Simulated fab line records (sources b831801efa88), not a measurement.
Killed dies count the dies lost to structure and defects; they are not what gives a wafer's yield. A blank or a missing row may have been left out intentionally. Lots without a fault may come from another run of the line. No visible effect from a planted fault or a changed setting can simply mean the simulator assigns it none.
Comparing a struck lot with a sound one || flow sfqLine || 21 steps out of a route of 325
Sound: these wafers, L561.1, L561.4, L561.6. Struck: wafer L571.2. (L571.3, L571.6 of the same lot were not struck and are left out.) The cause comes at the end.
Each step with rows lists, per side, the tool, then ch with its chambers, then its first start. Under that, the readings that differ: sound wafers || struck wafers || difference of the means || sigmas: that difference in standard deviations of wafers without a fault.
alike: readings whose means differ by less than 2 such deviations, and words and numbers that are the same on both sides. not compared: withheld readings, readings that some wafer has no value for, bounds like >300 that may hide the same value, and numbers for which the record gives no deviation and whose values overlap.
A row with sigmas, a row that says differs or no value, or rows on one side alone: a step with any of these is where the two part. Numbers that don't overlap but have no deviation are shown without sigmas and don't part them. Lack of a reading on every wafer of one side parts them only where that side has two or more wafers.

first, 3 steps without rows for these wafers: SFQ_TRILAYER_M4_LITHO_EXPOSE_094 (exposes mask M4, target cd 500 nm); SFQ_TRILAYER_M4_LITHO_PEB_096 (peb time 60 s); SFQ_TRILAYER_M4_LITHO_DEVELOP_095 (time 60 s).
SFQ_M4_OVL_MEAS_926:
  sound: overlay-02 at day 46 18:37; struck: overlay-02 at day 51 10:37
  alike: M4_OVL
SFQ_TRILAYER_M4_BARC_OPEN_METAL_ETCH_123: etches BARC in O2, target depth 125 nm, time 41.7 s.
  sound on rieMetal-03 ch 0,1, day 46 18:39; struck on rieMetal-02 ch 1, day 51 10:40
  alike: chamberPressureMTorr, drypumpMotorCurrentA, oesProductAu
  not compared: rfHoursCounterH
then, 1 step without rows for these wafers: SFQ_TRILAYER_M4_ETCH_METAL_ETCH_096 (etches Nb in Cl2/Ar, stops on SiO2, target depth 240 nm, time 120 s).
SFQ_TRILAYER_M4_STRIP_STRIP_097: strips in O2.
  sound on rieMetal-03 ch 0,1, day 46 18:50; struck on rieMetal-02 ch 1, day 51 11:13
  alike: chamberPressureMTorr, drypumpMotorCurrentA, oesProductAu, platenTempC
  not compared: rfHoursCounterH
then, 1 step without rows for these wafers: SFQ_TRILAYER_M4_STRIP_SOLV_CLEAN_098 (cleans in NMP, time 600 s).
SFQ_TRILAYER_I4_DEP_PECVD_099: deposits SiO2 from SiH4/N2O, time 111.11 s, target thk 500 nm.
  sound on pecvd-04 ch 0,2, day 46 19:37; struck on pecvd-04 ch 1, day 51 12:23
  alike: heaterPowerW, susceptorTempC, throttleValvePct
then, 1 step without rows for these wafers: SFQ_TRILAYER_I4_CMP_CMP_100 (polishes SiO2).
SFQ_I4_BOW_MEAS_927:
  sound: filmMetro-04 at day 46 23:27; struck: filmMetro-03 at day 51 19:38
  alike: I4_BOW
SFQ_TRILAYER_I4_METRO_MEASURE_101:
  sound: filmMetro-04 at day 46 23:34; struck: filmMetro-03 at day 51 19:56
  alike: thkNm
SFQ_TRILAYER_I4_VIA_LITHO_COAT_108: resist thk 62 nm.
  sound on lithoTrack-02 ch 0, day 47 00:46; struck on lithoTrack-02 ch 0, day 51 20:59
{"reading": "model.BARC_of_TRILAYER_I4_VIA_LITHO_COAT_108.thkNm (nm)", "sound": "61.89 61.76 61.86", "struck": 55.62, "difference": -6.22, "sigmas": ""}
then, 5 steps without rows for these wafers: SFQ_TRILAYER_I4_VIA_LITHO_COAT_103 (resist thk 650 nm); SFQ_TRILAYER_I4_VIA_LITHO_SOFTBAKE_107; SFQ_TRILAYER_I4_VIA_LITHO_EXPOSE_104 (exposes mask I4, target cd 700 nm); SFQ_TRILAYER_I4_VIA_LITHO_PEB_106 (peb time 60 s); SFQ_TRILAYER_I4_VIA_LITHO_DEVELOP_105 (time 60 s).
-- the record jumps here: 6 days lie between the struck wafers' starts before and after --
SFQ_I4_OVL_MEAS_928:
  sound: overlay-02 at day 52 12:18; struck: overlay-01 at day 57 16:57
{"reading": "I4_OVL (nm)", "sound": "6 7 3", "struck": -7, "difference": -12, "sigmas": -2}
SFQ_TRILAYER_I4_VIA_BARC_OPEN_VIA_ETCH_146: etches BARC in O2, target depth 125 nm, time 41.7 s.
  sound on rieDiel-03 ch 0,1,3, day 52 12:20; struck on rieDiel-01 ch 0, day 57 16:59
{"reading": "oesProductAu (a.u.)", "sound": "0.686 0.675 0.683", "struck": 0.660, "difference": -0.021, "sigmas": -5}
{"reading": "model.etch.depthNm (nm)", "sound": "61.89 61.76 61.86", "struck": 55.62, "difference": -6.22, "sigmas": ""}
  alike: chamberPressureMTorr, drypumpMotorCurrentA
  not compared: rfHoursCounterH
SFQ_TRILAYER_I4_VIA_ETCH_VIA_ETCH_106: etches SiO2 in CHF3, stops on Nb, target depth 260 nm.
  sound on rieDiel-03 ch 0,1,3, day 52 12:23; struck on rieDiel-01 ch 0, day 57 17:01
  alike: chamberPressureMTorr, drypumpMotorCurrentA, oesProductAu

## WHERE THEY PART
Last at SFQ_TRILAYER_I4_VIA_BARC_OPEN_VIA_ETCH_146 as far as this record goes, first at SFQ_I4_OVL_MEAS_928. Later steps at which nothing parts them and some readings are alike: SFQ_TRILAYER_I4_VIA_ETCH_VIA_ETCH_106.

WHY: whatever the simulator had introduced
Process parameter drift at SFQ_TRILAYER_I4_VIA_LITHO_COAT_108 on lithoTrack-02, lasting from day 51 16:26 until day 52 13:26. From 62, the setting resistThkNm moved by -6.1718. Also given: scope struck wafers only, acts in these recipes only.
